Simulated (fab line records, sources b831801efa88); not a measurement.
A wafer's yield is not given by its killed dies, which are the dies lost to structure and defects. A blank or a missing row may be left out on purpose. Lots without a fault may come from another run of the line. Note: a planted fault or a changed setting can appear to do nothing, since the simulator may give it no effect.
8D (eight disciplines) problem report, filled in by code | flow sky130 | the parts of the form that need people (team, actions taken, sign-off) are left out

== 1. THE ISSUE ==
Across 6 wafers from 2 lots, RES_XHIGH_TW at SKY_RES_XHIGH_TW_MEAS_09 averages 30, while fault-free wafers read 1624 with a standard deviation of 11. So: -99 or more standard deviations from the usual mean.
The first sign was on wafer L742.2 at day 30 07:49, on film metro-04. Wafers with a number at this step in the record: 42, from 14 lots. By rule, "out" or "out of limits" means more than 4 standard deviations away from the usual mean. All remaining wafers that have a number are taken as sound.

== 2. WHAT IT IS, WHAT IT ISN'T ==
question                    | is                           | is not
which readings at this step | RES_XHIGH_TW                 | -
which lots                  | L742, L743                   | L732, L733, L734, L735, L738, L740, L745, L748, L750, L751, L754, L755
which wafers of those lots  | all that have a number       | -
read on which gauges        | film metro-02, film metro-04 | film metro-01
when                        | from day 30 07:49            | up to then (18 sound wafers); but 18 sound wafers of L745, L748, L750, L751, L754, L755 came after

== 3. SUSPECTS, AND WHAT RULES EACH OUT ==
Counting: a tool at any process step up to the reading remains a suspect when it ran all the lots that are out and ran no sound lot after the first of those.
- the gauge at SKY_RES_XHIGH_TW_MEAS_09 is ruled out. Those wafers that are out were read across 2 gauges (film metro-02, film metro-04).
- plasma asher-04 at SKY_LDD_HVP_STRIP_09 (strips in O2/N2): ruled out as a lasting fault. After its first lot that is out, L742 (day 25 10:55), sound lots L745, L751 ran on it.
- plasma asher-01 at SKY_POLY_CUT_STRIP_12 (strips in O2/N2): ruled out as a lasting fault. After its first lot that is out, L742 (day 27 23:28), sound lots L754 ran on it.
- plasma asher-03 at SKY_SD_P_STRIP_10 (strips in O2/N2): ruled out as a lasting fault. After its first lot that is out, L742 (day 29 04:10), sound lots L750, L755 ran on it.
Left after counting: nothing in the record.

== 4. THE CAUSE (what the simulator had put in) ==
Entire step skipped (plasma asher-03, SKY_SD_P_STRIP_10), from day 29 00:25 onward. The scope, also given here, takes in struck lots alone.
It was ruled out by counting, in error; the rule expects a fault to strike all lots run on its tool from its start on, and this fault did not.

== 5. THE EFFECT CHAIN, in route order ==
One row per reading whose mean, taken over the struck wafers that have a number, lies over 3 standard deviations from the usual. Scope: only readings with a usual standard deviation given in the record; hours: median across lots of the time from each lot's start at the first step in this table that gives one to its start at this step; sigmas: change in usual standard deviations.
hours | step                     | reading                  | usual   | on struck wafers | change | sigmas
0     | SKY_RES_XHIGH_STRIP_08   | strip time to endpoint s | 14.29 s | 31.31            | +17.02 | +99 or more
0     | SKY_RES_XHIGH_TW_MEAS_09 | RES_XHIGH_TW             | 1624    | 30               | -1594  | -99 or more
Its process steps:
- SKY_RES_XHIGH_STRIP_08: strips in O2/N2.
Readings that are blank on the struck wafers while sound wafers have them: chamber pressure mTorr at SKY_SD_P_STRIP_10; drypump motor current A at SKY_SD_P_STRIP_10; oes product au at SKY_SD_P_STRIP_10; strip time to endpoint s at SKY_SD_P_STRIP_10.

== 6. WHAT WOULD HAVE CAUGHT IT SOONER ==
The first out-of-limits reading at a measuring or inspecting step in this record came at day 30 07:49, 31 hours after the fault's start at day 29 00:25.
At SKY_SD_P_STRIP_10 the tool's readings are blank on the struck wafers, where sound wafers have them: an empty tool record is the first sign, and it was there at once.
